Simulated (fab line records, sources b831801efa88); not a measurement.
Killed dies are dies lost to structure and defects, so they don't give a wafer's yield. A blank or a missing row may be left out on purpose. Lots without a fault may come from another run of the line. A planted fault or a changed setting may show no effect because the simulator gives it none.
fab line records | flow sky130
record lots=11 wafers=33 last_day=50
route steps=708 shown POLY_CUT@317 SD_P@328 LI_CONTACT@362
lots that met no fault: from a run of the same line without faults
start_h: hours from the record's first day to the start of the lot's first wafer shown | wait_h: hours since the lot's step before | " the same as in the row above | L1.1+2: a row that stands for several wafers | - no value, or no start given | * or withheld: withheld | < > ~ a bound
route shown NAME@n: a module of which the file shows steps, and the number in the route of the first | usual: mean/standard deviation of fault-free wafers | same: alike in all rows | chamber/n: place in a boat | sites: the reading at each site | _std_site: their standard deviation | _edge_site: outer sites' mean less inner sites' | radius_mm: how far each site lies from the wafer's centre | mask NAME#n: copy n | behind: the tool/chamber that last shaped the wafer | hold: why the lot was held/for how many hours/how that ended | device: the transistor (n, p or np) that didn't switch | end of line: the same wafers' tests at the end of the route | a step without rows: its recipe alone | killed: dies lost to structure and defects at the first sort, not the wafer's yield | map: a wafer's dies, x killed, . not, _ none there
set.NAME: the setting as run; set.NAME@STEP: as run at that earlier step | model.NAME: the simulator's own value behind a step, which no gauge read
steps of the route over a sample of lots; a table a step, a row a wafer
services: from which hour (start_h, from the record's first day; less than 0 if before it) a tool's chamber was out of use, for how many hours, and why
## steps
# step SKY_POLY_CUT_ETCH_10
# recipe chemistry=N2/H2 target=BARC ion_energy_ev=200 source_w=500 bias_w=100 pressure_mtorr=30 n2_flow_sccm=100 h2_flow_sccm=200 stop_on=SiO2 time_s=45.9 target_depth_a=600
# usual drypump_motor_current_A=5.9/0.44 oes_product_au=0.854/0.005 throttle_valve_pct=13.225/0.0089
# columns lot.wafer tool chamber start_h wait_h drypump_motor_current_A oes_product_au rf_hours_counter_h throttle_valve_pct
L645.1 rie_diel-04 1 549.93 0.0 5.9 0.857 5 13.242
L645.2 " 3 " " 6.3 0.851 58 13.220
L645.5 " 2 " " 6.4 0.836 - 13.216
L647.1 rie_diel-02 3 575.78 0.0 6.0 0.850 74 13.234
L647.3 " 0 " " 6.0 0.858 8 13.225
L647.4 " 2 " " 5.6 0.853 7 13.223
L648.2 rie_diel-02 1 581.28 0.0 5.7 0.857 10 13.222
L648.5 " 1 " " 5.7 0.846 - 13.218
L648.6 " 0 " " 6.0 0.852 - 13.219
L652.2 rie_diel-04 3 624.81 0.0 6.3 0.856 60 13.238
L652.3 " 1 " " 5.9 0.860 6 13.231
L652.6 " 3 " " 6.3 0.857 - 13.226
L653.2 rie_diel-02 3 631.83 0.0 6.1 0.851 0 13.224
L653.5 " 0 " " 6.0 0.850 - 13.241
L653.6 " 3 " " 6.1 0.865 - 13.221
L655.1 rie_diel-02 0 643.58 0.0 6.0 0.856 11 13.225
L655.3 " 1 " " 5.7 0.850 12 13.222
L655.5 " 2 " " 5.5 0.854 - 13.215
L657.1 rie_diel-04 0 657.11 0.0 6.5 0.855 4 13.206
L657.2 " 1 " " 5.9 0.855 7 13.233
L657.6 " 0 " " 6.6 0.856 - 13.226
L656.1 rie_diel-01 3 659.96 0.0 4.7 0.858 10 13.221
L656.3 " 0 " " 5.5 0.848 3 13.216
L656.6 " 1 " " 6.0 0.859 - 13.237
L668.2 rie_diel-02 2 758.71 0.0 5.6 0.858 11 13.219
L668.3 " 3 " " 6.1 0.853 3 13.235
L668.5 " 0 " " 6.0 0.852 - 13.225
L667.1 rie_diel-04 0 762.36 0.0 6.6 0.846 6 13.212
L667.2 " 2 " " 6.4 0.855 10 13.223
L667.6 " 3 " " 6.3 0.861 - 13.225
L666.2 rie_diel-01 3 763.33 0.0 4.7 0.849 13 13.223
L666.4 " 0 " " 5.5 0.855 5 13.219
L666.6 " 0 " " 5.5 0.861 - 13.213
# step SKY_SD_P_OVL_MEAS_08
# usual SD_P_OVL=-0.3/1.5
# columns lot.wafer tool chamber start_h wait_h SD_P_OVL[nm]
L645.1 overlay-02 - 580.07 0.1 -0.1
L645.2 " - " " -0.9
L645.5 " - " " -1.1
L647.1 overlay-02 - 605.35 0.1 -0.5
L647.3 " - " " 0.4
L647.4 " - " " 0.6
L648.2 overlay-01 - 610.73 0.1 -1.7
L648.5 " - " " -2.3
L648.6 " - " " -2.9
L652.2 overlay-01 - 653.33 0.1 -0.6
L652.3 " - " " 1.2
L652.6 " - " " -1.1
L653.2 overlay-01 - 661.03 0.1 -0.2
L653.5 " - " " 0.2
L653.6 " - " " -0.1
L655.1 overlay-01 - 672.07 0.1 -3.0
L655.3 " - " " -3.6
L655.5 " - " " -3.3
L657.1 overlay-02 - 684.73 0.1 1.3
L657.2 " - " " 0.6
L657.6 " - " " 0.3
L656.1 overlay-01 - 688.38 0.1 0.5
L656.3 " - " " -1.1
L656.6 " - " " -1.2
L668.2 overlay-02 - 785.44 0.1 -0.6
L668.3 " - " " 0.2
L668.5 " - " " -0.8
L667.1 overlay-01 - 788.63 0.1 -2.1
L667.2 " - " " -1.4
L667.6 " - " " -2.0
L666.2 overlay-02 - 790.04 0.1 -0.1
L666.4 " - " " -0.4
L666.6 " - " " 0.1
# step SKY_LI_CONTACT_HDPCVD_00
# recipe material=PSG target_thk_nm=930 sigma_open_frac=0.3 time_s=155 temp_c=600 sih4_flow_sccm=60 pressure_mtorr=6
# usual sih4_flow_sccm=60.04/0.17 susceptor_temp_C=600.02/0.28
# columns lot.wafer tool chamber start_h wait_h sih4_flow_sccm susceptor_temp_C
L645.1 hdpcvd-02 1 639.87 0.0 60.01 600.16
L645.2 " 0 " " 60.10 599.65
L645.5 " 0 " " 59.94 599.83
L647.1 hdpcvd-01 1 663.89 0.0 60.15 600.17
L647.3 " 2 " " 59.93 599.87
L647.4 " 1 " " 60.17 600.02
L648.2 hdpcvd-02 2 670.34 0.0 60.05 599.74
L648.5 " 2 " " 60.08 599.94
L648.6 " 0 " " 60.15 599.91
L652.2 hdpcvd-02 1 711.05 0.0 60.01 600.37
L652.3 " 0 " " 59.77 600.31
L652.6 " 1 " " 60.18 600.42
L653.2 hdpcvd-02 1 719.12 0.0 59.84 599.88
L653.5 " 2 " " 60.13 600.53
L653.6 " 0 " " 60.25 599.63
L655.1 hdpcvd-01 0 729.92 0.0 59.95 599.77
L655.3 " 2 " " 60.03 600.05
L655.5 " 0 " " 59.80 600.15
L657.1 hdpcvd-02 1 741.49 0.0 60.20 599.98
L657.2 " 0 " " 60.15 599.89
L657.6 " 2 " " 59.92 600.44
L656.1 hdpcvd-02 2 744.87 0.0 60.24 599.99
L656.3 " 0 " " 60.30 599.86
L656.6 " 0 " " 60.11 600.27
L668.2 hdpcvd-01 2 839.37 0.0 59.99 600.08
L668.3 " 1 " " 60.09 600.26
L668.5 " 2 " " 60.30 599.52
L667.1 hdpcvd-01 2 842.58 0.0 72.02 599.68
L667.2 " 0 " " 59.71 600.35
L667.6 " 1 " " 60.16 599.87
L666.2 hdpcvd-01 1 843.64 0.0 59.99 600.09
L666.4 " 2 " " 72.06 600.43
L666.6 " 0 " " 60.22 599.63
# step SKY_LI_CONTACT_THK_MEAS_01
# recipe reads=PSG_of_LI_CONTACT_HDPCVD_00
# usual LI_CONTACT_HDPCVD_THK=927/12
# columns lot.wafer tool chamber start_h wait_h hold LI_CONTACT_HDPCVD_THK[nm]
L645.1 film_metro-02 - 639.98 0.1 - 919
L645.2 " - " " - 912
L645.5 " - " " - 918
L647.1 film_metro-02 - 664.00 0.1 - 941
L647.3 " - " " - 925
L647.4 " - " " - 940
L648.2 film_metro-04 - 670.46 0.1 - 927
L648.5 " - " " - 925
L648.6 " - " " - 916
L652.2 film_metro-02 - 711.17 0.1 - 934
L652.3 " - " " - 912
L652.6 " - " " - 939
L653.2 film_metro-02 - 719.23 0.1 - 941
L653.5 " - " " - 920
L653.6 " - " " - 924
L655.1 film_metro-02 - 730.02 0.1 - 911
L655.3 " - " " - 934
L655.5 " - " " - 901
L657.1 film_metro-01 - 741.60 0.1 - 940
L657.2 " - " " - 915
L657.6 " - " " - 924
L656.1 film_metro-02 - 744.97 0.1 - 923
L656.3 " - " " - 919
L656.6 " - " " - 920
L668.2 film_metro-04 - 839.49 0.1 - 942
L668.3 " - " " - 935
L668.5 " - " " - 934
L667.1 film_metro-01 - 842.68 0.1 await_dispo/0.2h/release 1114
L667.2 " - " " await_dispo/0.2h/release 917
L667.6 " - " " await_dispo/0.2h/release 940
L667.1 film_metro-01 - 842.91 0.2 - 1115
L667.2 " - " " - 916
L667.6 " - " " - 939
L666.2 film_metro-01 - 843.76 0.1 await_dispo/0.2h/release 931
L666.4 " - " " await_dispo/0.2h/release 1117
L666.6 " - " " await_dispo/0.2h/release 909
L666.2 film_metro-01 - 844.06 0.3 - 931
L666.4 " - " " - 1118
L666.6 " - " " - 909
# step SKY_LI_CONTACT_CMP_02
# recipe material=PSG down_force_psi=4 platen_rpm=60 pad_velocity_m_s=0.94248
# usual motor_current_A=12.0/1.6 time_to_endpoint_s=32/3.6
# columns lot.wafer tool chamber start_h wait_h hold motor_current_A time_to_endpoint_s
L645.1 cmp-02 0 640.04 0.1 - 12.0 33
L645.2 " 1 " " - 11.4 31
L645.5 " 1 " " - 11.4 33
L647.3 cmp-02 1 664.06 0.0 - 11.8 35
L647.4 " 2 " " - 12.9 34
L647.1 " 0 " " - 12.0 40
L648.2 cmp-02 2 670.51 0.0 - 12.7 30
L648.5 " 2 " " - 13.1 30
L648.6 " 3 " " - 10.3 29
L652.3 cmp-01 0 711.22 0.0 - 14.8 32
L652.2 " 3 " " - 10.1 36
L652.6 " 1 " " - 12.5 30
L653.2 cmp-02 2 719.28 0.0 - 13.2 31
L653.5 " 2 " " - 13.9 29
L653.6 " 3 " " - 10.2 28
L655.1 cmp-02 0 730.08 0.1 - 12.6 33
L655.3 " 2 " " - 13.5 28
L655.5 " 1 " " - 11.8 29
L657.1 cmp-02 2 741.71 0.1 - 13.7 33
L657.2 " 0 " " - 11.8 38
L657.6 " 1 " " - 11.3 37
L656.1 cmp-01 2 745.03 0.1 - 11.4 30
L656.3 " 0 " " - 14.7 33
L656.6 " 2 " " - 11.1 28
L668.3 cmp-02 1 839.54 0.0 - 11.6 35
L668.2 " 3 " " - 10.6 27
L668.5 " 2 " " - 13.8 33
L667.2 cmp-01 0 844.54 1.6 await_dispo/1.3h/release 14.5 33
L667.1 " 1 " " await_dispo/1.3h/release 12.8 46
L667.6 " 2 " " await_dispo/1.3h/release 11.8 31
L666.2 cmp-01 1 849.83 5.8 await_dispo/2.1h/release 12.3 30
L666.4 " 2 " " await_dispo/2.1h/release 11.3 49
L666.6 " 3 " " await_dispo/2.1h/release 10.3 34
# step SKY_LI_CONTACT_BOW_MEAS_03
# recipe mode=bow
# usual LI_CONTACT_BOW=56/7.1
# columns lot.wafer tool chamber start_h wait_h LI_CONTACT_BOW[um]
L645.1 film_metro-02 - 640.34 0.2 62
L645.2 " - " " 54
L645.5 " - " " 55
L647.1 film_metro-01 - 664.36 0.1 52
L647.3 " - " " 63
L647.4 " - " " 55
L648.2 film_metro-01 - 670.83 0.3 58
L648.5 " - " " 43
L648.6 " - " " 41
L652.2 film_metro-01 - 711.54 0.1 52
L652.3 " - " " 62
L652.6 " - " " 72
L653.2 film_metro-01 - 719.60 0.3 59
L653.5 " - " " 48
L653.6 " - " " 43
L655.1 film_metro-04 - 730.38 0.2 67
L655.3 " - " " 67
L655.5 " - " " 42
L657.1 film_metro-01 - 741.96 0.2 56
L657.2 " - " " 62
L657.6 " - " " 50
L656.1 film_metro-02 - 745.33 0.2 60
L656.3 " - " " 43
L656.6 " - " " 55
L668.2 film_metro-01 - 839.86 0.2 50
L668.3 " - " " 59
L668.5 " - " " 60
L667.1 film_metro-04 - 844.74 0.1 67
L667.2 " - " " 59
L667.6 " - " " 61
L666.2 film_metro-01 - 850.08 0.2 51
L666.4 " - " " 58
L666.6 " - " " 47
## services
# columns tool chamber start_h hours kind
rie_diel-04 3 531.84 12.7 repair
cmp-02 - 544.20 19.0 pm
hdpcvd-01 - 545.52 2.7 repair
hdpcvd-02 - 547.47 4.1 repair
hdpcvd-02 - 560.08 0.6 repair
cmp-02 - 570.20 4.4 repair
cmp-01 - 572.18 4.0 pm
rie_diel-02 - 578.66 1.0 repair
hdpcvd-02 0 630.26 9.1 repair
hdpcvd-01 - 631.95 0.6 repair
rie_diel-02 3 641.94 15.8 repair
rie_diel-04 1 648.14 2.7 repair
hdpcvd-02 - 650.78 15.0 pm
hdpcvd-01 - 655.38 2.8 repair
hdpcvd-01 - 664.88 1.1 repair
cmp-02 - 665.39 1.9 repair
rie_diel-02 2 665.40 8.5 repair
rie_diel-02 2 704.21 7.3 repair
rie_diel-02 2 715.96 9.1 repair
cmp-02 - 742.07 7.5 pm
rie_diel-02 0 748.57 2.0 repair
cmp-02 - 749.54 4.0 pm
hdpcvd-02 - 762.93 1.4 repair
hdpcvd-02 1 833.84 9.0 repair
## key
first_sign step=SKY_LI_CONTACT_HDPCVD_00 reading=sih4_flow_sccm direction=up sigmas=71 usual=60.04 struck=72.04
effect step=SKY_LI_CONTACT_THK_MEAS_01 reading=visit direction=added
effect step=SKY_LI_CONTACT_THK_MEAS_01 reading=LI_CONTACT_HDPCVD_THK direction=up sigmas=15 usual=927 struck=1116
effect step=SKY_LI_CONTACT_CMP_02 reading=time_to_endpoint_s direction=up sigmas=4.4 usual=* struck=*
met_at SKY_LI_CONTACT_HDPCVD_00
struck_lots L666,L667
struck_wafers L666.4,L667.1
tester_left_out L666,L667
not_acting_at SKY_POLY_CUT_ETCH_10,SKY_SD_P_OVL_MEAS_08,SKY_LI_CONTACT_BOW_MEAS_03
onset_between 839.37 842.58
fault kind=process_parameter_drift tool=hdpcvd-01 chamber=2 onset_h=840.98 steps=SKY_LI_CONTACT_HDPCVD_00 channel=sih4_flow_sccm offset=12 shape=step end_h=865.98 acts_in=these_recipes_only stated=60
# tester_left_out: of these lots the tester's yield and bins aren't shown, on N5 and GAA mostly nor the transistor test; their killed dies are dies lost to structure and defects alone, not to doping, threshold or leakage, so they don't give the yield
